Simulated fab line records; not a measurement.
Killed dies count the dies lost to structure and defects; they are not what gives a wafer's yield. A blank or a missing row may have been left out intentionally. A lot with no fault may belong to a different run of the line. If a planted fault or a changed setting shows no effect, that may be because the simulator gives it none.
fab line records	flow gf180mcu
record: lots: 14	wafers: 42	last-day: 34
route steps=602 shown MIM@523 V5@541 TOP_METAL@578
lots with no fault: from the same line, run without faults
start-h: hours from the record's opening day to when the first of the lot's shown wafers began	wait-h: time in hours since the lot's previous step	" unchanged from the row above	L1.1+2: a row that stands for several wafers	- no value, or no start given	* or withheld: withheld	< > ~ a bound
route shown NAME@n: NAME is a module with steps in the file, n the number in the route of the first one	usual: average and standard deviation across the fault-free wafers	same: alike in all rows	chamber/n: place in a boat	sites: per-site readings	_std_site: standard deviation across them	_edge_site: mean of outer sites minus mean of inner sites	radius-mm: how far each site lies from the wafer's centre	mask NAME#n: copy n	behind: the tool/chamber that last shaped the wafer	hold: cause of the lot's hold/its duration in hours/its outcome	device: the n, p or np transistor that did not switch	end of line: the same wafers' tests at the end of the route	where a step has no rows: the recipe by itself	killed: count of dies lost to structure and defects at first sort (not the wafer's yield)	map: per-die view of a wafer (x killed, . not killed, _ where there is no die)
set.NAME: the setting as run; set.NAME@STEP: as run at that earlier step	model.NAME: the simulator's own value behind a step, which no gauge read
route steps across a sampled set of lots; one table per step, one row per wafer
services: from which hour (start-h, from the record's first day; less than 0 if before it) a tool's chamber was out of use, for how many hours, and why
== steps ==
step: GF_MIM_STRIP_20
recipe: chemistry: O2/N2	power-w: 1400	pressure-mtorr: 1500	platen-temp-c: 250	o2-flow-sccm: 3000	n2-flow-sccm: 300	overash-fraction: 0.5
usual: drypump-motor-current-A: 5.74/0.23	heater-power-w: 310/32	oes-product-au: 0.693/0.0048	strip-time-to-endpoint-s: 11.25/0.039
lot.wafer	tool	chamber	start-h	wait-h	drypump-motor-current-A	heater-power-w	oes-product-au	rf-hours-counter-h	strip-time-to-endpoint-s
L933.1	plasma-asher-04	1	597.44	0.0	5.69	328	0.693	100	11.28
L933.2	"	0	"	"	6.26	239	0.693	100	11.32
L933.5	"	0	"	"	6.24	239	0.701	-	11.28
L934.2	plasma-asher-01	1	609.79	0.0	5.56	352	0.698	84	11.29
L934.3	"	1	"	"	5.53	357	0.695	-	11.27
L934.5	"	1	"	"	5.54	363	0.688	-	11.27
L935.1	plasma-asher-04	1	617.29	0.0	5.71	322	0.694	102	11.24
L935.4	"	1	"	"	5.77	322	0.688	-	11.21
L935.5	"	1	"	"	5.71	321	0.691	-	11.22
L936.3	plasma-asher-04	0	626.38	0.1	6.22	246	0.689	-	11.23
L936.4	"	1	"	"	5.66	325	0.692	-	11.24
L936.6	"	1	"	"	5.71	319	0.688	-	11.22
L937.1	plasma-asher-04	0	629.09	0.0	6.27	249	0.686	104	11.28
L937.3	"	1	"	"	5.71	325	0.695	-	11.21
L937.5	"	0	"	"	6.23	240	0.686	-	11.21
L938.1	plasma-asher-02	0	637.14	0.0	5.57	311	0.693	22	11.27
L938.2	"	1	"	"	5.63	317	0.695	22	11.25
L938.4	"	1	"	"	5.62	319	0.690	-	11.30
L940.2	plasma-asher-02	1	654.91	0.1	5.63	319	0.696	24	11.28
L940.4	"	0	"	"	5.62	306	0.687	-	11.23
L940.6	"	0	"	"	5.61	307	0.687	-	11.26
L944.3	plasma-asher-04	1	683.32	0.1	5.73	321	0.685	-	11.22
L944.5	"	1	"	"	5.72	316	0.691	-	11.23
L944.6	"	0	"	"	6.19	246	0.692	-	11.28
L946.1	plasma-asher-02	1	700.39	0.0	5.66	303	0.699	28	11.28
L946.2	"	0	"	"	5.56	304	0.696	28	11.30
L946.3	"	0	"	"	5.59	306	0.700	-	11.28
L947.2	plasma-asher-04	1	703.64	0.0	5.74	327	0.688	112	11.23
L947.4	"	0	"	"	6.25	246	0.699	-	11.16
L947.5	"	1	"	"	5.74	319	0.696	-	11.28
L948.1	plasma-asher-02	0	712.84	0.0	5.59	316	0.695	29	11.30
L948.3	"	0	"	"	5.61	311	0.701	-	11.27
L948.4	"	1	"	"	5.59	318	0.700	-	11.30
L952.2	plasma-asher-02	1	737.94	0.0	5.62	319	0.690	31	11.30
L952.3	"	1	"	"	5.60	315	0.689	-	11.30
L952.4	"	0	"	"	5.60	318	0.689	-	11.23
L953.1	plasma-asher-02	1	747.69	0.0	5.64	317	0.688	32	11.29
L953.3	"	0	"	"	5.58	309	0.701	-	11.22
L953.5	"	1	"	"	5.62	320	0.688	-	11.23
L954.1	plasma-asher-01	0	748.89	0.0	5.89	320	0.704	99	11.27
L954.3	"	1	"	"	5.55	362	0.693	-	11.27
L954.6	"	0	"	"	5.91	323	0.697	-	11.28
step: GF_V5_THK_MEAS_01
recipe: reads: SiO2_of_V5_CVD_00
usual: V5_CVD_00_THK: 302/3.5
lot.wafer	tool	chamber	start-h	wait-h	V5_CVD_00_THK[nm]
L933.1	film-metro-04	-	619.09	0.0	301
L933.2	"	-	"	"	306
L933.5	"	-	"	"	307
L934.2	film-metro-03	-	631.45	0.0	302
L934.3	"	-	"	"	303
L934.5	"	-	"	"	306
L935.1	film-metro-02	-	638.99	0.0	307
L935.4	"	-	"	"	308
L935.5	"	-	"	"	304
L936.3	film-metro-04	-	647.87	0.0	304
L936.4	"	-	"	"	305
L936.6	"	-	"	"	305
L937.1	film-metro-03	-	649.66	0.0	304
L937.3	"	-	"	"	302
L937.5	"	-	"	"	303
L938.1	film-metro-04	-	657.89	0.0	305
L938.2	"	-	"	"	307
L938.4	"	-	"	"	306
L940.2	film-metro-03	-	675.10	0.0	304
L940.4	"	-	"	"	301
L940.6	"	-	"	"	304
L944.3	film-metro-03	-	703.05	0.0	308
L944.5	"	-	"	"	308
L944.6	"	-	"	"	307
L946.1	film-metro-03	-	719.59	0.0	301
L946.2	"	-	"	"	302
L946.3	"	-	"	"	300
L947.2	film-metro-04	-	722.19	0.0	305
L947.4	"	-	"	"	298
L947.5	"	-	"	"	305
L948.1	film-metro-03	-	731.93	0.0	304
L948.3	"	-	"	"	302
L948.4	"	-	"	"	303
L952.2	film-metro-03	-	755.62	0.1	301
L952.3	"	-	"	"	298
L952.4	"	-	"	"	298
L953.1	film-metro-02	-	764.93	0.0	300
L953.3	"	-	"	"	304
L953.5	"	-	"	"	304
L954.1	film-metro-04	-	766.22	0.0	303
L954.3	"	-	"	"	300
L954.6	"	-	"	"	297
step: GF_V5_CVD_23
recipe: material: W	target-thk-nm: 350	time-s: 104.9	temp-c: 400	pressure-torr: 40
usual: heater-power-w: 785/93
same: time-s: 104.9
lot.wafer	tool	chamber	start-h	wait-h	heater-power-w
L933.1	cvd-w-01	1	640.93	0.0	797
L933.2	"	0	"	"	900
L933.5	"	1	"	"	823
L934.2	cvd-w-02	0	654.54	0.0	821
L934.3	"	1	"	"	655
L934.5	"	1	"	"	655
L935.1	cvd-w-02	0	659.82	0.0	812
L935.4	"	1	"	"	663
L935.5	"	0	"	"	797
L936.3	cvd-w-01	0	668.85	0.1	910
L936.4	"	1	"	"	771
L936.6	"	0	"	"	922
L937.1	cvd-w-01	0	670.26	0.0	893
L937.3	"	0	"	"	927
L937.5	"	1	"	"	791
L938.1	cvd-w-02	0	679.05	0.0	810
L938.2	"	1	"	"	663
L938.4	"	1	"	"	655
L940.2	cvd-w-01	1	695.77	0.0	796
L940.4	"	1	"	"	807
L940.6	"	0	"	"	912
L944.3	cvd-w-01	0	721.65	0.1	904
L944.5	"	0	"	"	899
L944.6	"	0	"	"	912
L946.1	cvd-w-02	0	738.75	0.0	797
L946.2	"	1	"	"	658
L946.3	"	0	"	"	810
L947.2	cvd-w-01	0	740.65	0.0	929
L947.4	"	0	"	"	875
L947.5	"	0	"	"	916
L948.1	cvd-w-01	1	750.21	0.0	798
L948.3	"	0	"	"	906
L948.4	"	1	"	"	805
L952.2	cvd-w-02	0	772.58	0.0	816
L952.3	"	0	"	"	813
L952.4	"	1	"	"	657
L953.1	cvd-w-02	1	782.11	0.0	656
L953.3	"	1	"	"	662
L953.5	"	1	"	"	672
L954.1	cvd-w-02	1	783.66	0.0	680
L954.3	"	0	"	"	843
L954.6	"	1	"	"	671
step: GF_TOP_METAL_EXPOSE_11
recipe: mask-id: MetalTop	target-cd-nm: 440	na: 0.6	source-shape: conventional	sigma-outer: 0.6	dose-mj: 170
same: sigma-outer: 0.6
lot.wafer	tool	chamber	start-h	wait-h	mask
L933.1+2+5	iline-stepper-02	0	650.92	-	MetalTop#0
L934.2+3+5	iline-stepper-01	0	664.76	-	MetalTop#0
L935.1+4+5	iline-stepper-01	0	670.37	-	MetalTop#0
L936.3+4+6	iline-stepper-02	0	679.24	-	MetalTop#0
L937.1+3+5	iline-stepper-01	0	680.90	-	MetalTop#0
L938.1+2+4	iline-stepper-02	0	689.65	-	MetalTop#0
L940.2+4+6	iline-stepper-01	0	706.57	-	MetalTop#0
L944.3+5+6	iline-stepper-02	0	731.19	-	MetalTop#0
L946.1+2+3	iline-stepper-02	0	748.35	-	MetalTop#0
L947.2+4+5	iline-stepper-02	0	749.44	-	MetalTop#0
L948.1+3+4	iline-stepper-01	0	759.30	-	MetalTop#0
L952.2+3+4	iline-stepper-02	0	781.65	-	MetalTop#0
L953.1+3+5	iline-stepper-01	0	790.59	-	MetalTop#0
L954.1+3+6	iline-stepper-01	0	791.92	-	MetalTop#0
step: GF_TOP_METAL_CD_MEAS_14
recipe: target-cd-nm: 440
usual: cd-nm: 440.2/2.6
lot.wafer	tool	chamber	start-h	wait-h	cd-nm
L933.1	cd-sem-01	-	661.03	0.1	438.4
L933.2	"	-	"	"	437.4
L933.5	"	-	"	"	435.8
L934.2	cd-sem-02	-	674.30	0.1	444.0
L934.3	"	-	"	"	444.1
L934.5	"	-	"	"	445.3
L935.1	cd-sem-02	-	679.92	0.1	441.5
L935.4	"	-	"	"	441.3
L935.5	"	-	"	"	440.6
L936.3	cd-sem-02	-	688.64	0.1	442.1
L936.4	"	-	"	"	441.5
L936.6	"	-	"	"	440.8
L937.1	cd-sem-02	-	689.97	0.3	424.1
L937.3	"	-	"	"	416.5
L937.5	"	-	"	"	427.3
L938.1	cd-sem-02	-	698.72	0.1	441.7
L938.2	"	-	"	"	444.4
L938.4	"	-	"	"	442.4
L940.2	cd-sem-01	-	715.04	0.1	429.6
L940.4	"	-	"	"	406.4
L940.6	"	-	"	"	427.6
L944.3	cd-sem-02	-	739.46	0.1	438.9
L944.5	"	-	"	"	436.9
L944.6	"	-	"	"	440.9
L946.1	cd-sem-01	-	756.72	0.1	439.7
L946.2	"	-	"	"	434.9
L946.3	"	-	"	"	436.8
L947.2	cd-sem-01	-	757.04	0.1	437.8
L947.4	"	-	"	"	438.2
L947.5	"	-	"	"	438.8
L948.1	cd-sem-01	-	767.02	0.1	433.9
L948.3	"	-	"	"	437.2
L948.4	"	-	"	"	435.5
L952.2	cd-sem-01	-	789.15	0.1	440.2
L952.3	"	-	"	"	436.8
L952.4	"	-	"	"	437.0
L953.1	cd-sem-01	-	797.77	0.1	443.4
L953.3	"	-	"	"	439.7
L953.5	"	-	"	"	441.3
L954.1	cd-sem-01	-	799.08	0.1	440.6
L954.3	"	-	"	"	445.2
L954.6	"	-	"	"	442.7
== services ==
tool	chamber	start-h	hours	kind
iline-stepper-02	0	593.81	-	calibration
iline-stepper-02	-	604.17	1.7	pm
cvd-w-02	-	640.76	6.0	pm
cvd-w-01	-	649.48	2.8	pm
iline-stepper-01	-	652.71	1.7	pm
plasma-asher-01	-	671.21	1.4	repair
plasma-asher-02	-	682.53	3.0	repair
plasma-asher-01	-	696.12	2.3	repair
cvd-w-01	-	710.05	0.2	repair
cvd-w-01	-	710.37	0.2	repair
iline-stepper-02	-	710.56	5.9	repair
cvd-w-01	1	715.05	21.8	repair
plasma-asher-04	-	733.75	9.0	pm
plasma-asher-04	0	733.75	9.0	vent-cycle
plasma-asher-04	1	733.75	9.0	vent-cycle
plasma-asher-02	-	735.63	1.0	repair
plasma-asher-04	0	742.75	-	clean
plasma-asher-04	1	742.75	-	clean
cvd-w-01	-	750.32	14.6	pm
cvd-w-02	-	764.18	1.2	repair
iline-stepper-01	0	780.42	-	calibration
== key ==
first-sign: step: GF_TOP_METAL_CD_MEAS_14	reading: cd-nm	direction: down	sigmas: 6.9	usual: 440.2	struck: 421.9	through: control-loop
effect none on later readings
met-at GF_TOP_METAL_EXPOSE_11
struck-lots L937,L940
sort-left-out L937.1,L937.3,L937.5
loop-trim: step: GF_TOP_METAL_EXPOSE_11	setting: dose	lots: L940
not-acting-at GF_MIM_STRIP_20,GF_V5_THK_MEAS_01,GF_V5_CVD_23
onset-between 670.37 680.90
fault: kind: process-parameter-drift	tool: iline-stepper-01	chamber: -	onset-h: 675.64	steps: GF_TOP_METAL_EXPOSE_11	channel: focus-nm	offset: 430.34	spread-by-wafer: 0.3	shape: step	end-h: 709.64
sort-left-out: the simulated sort isn't trusted on such a fault, so these wafers' sort isn't shown, and their yield isn't known
loop-trim: a control loop set the setting to another value than it would have without faults
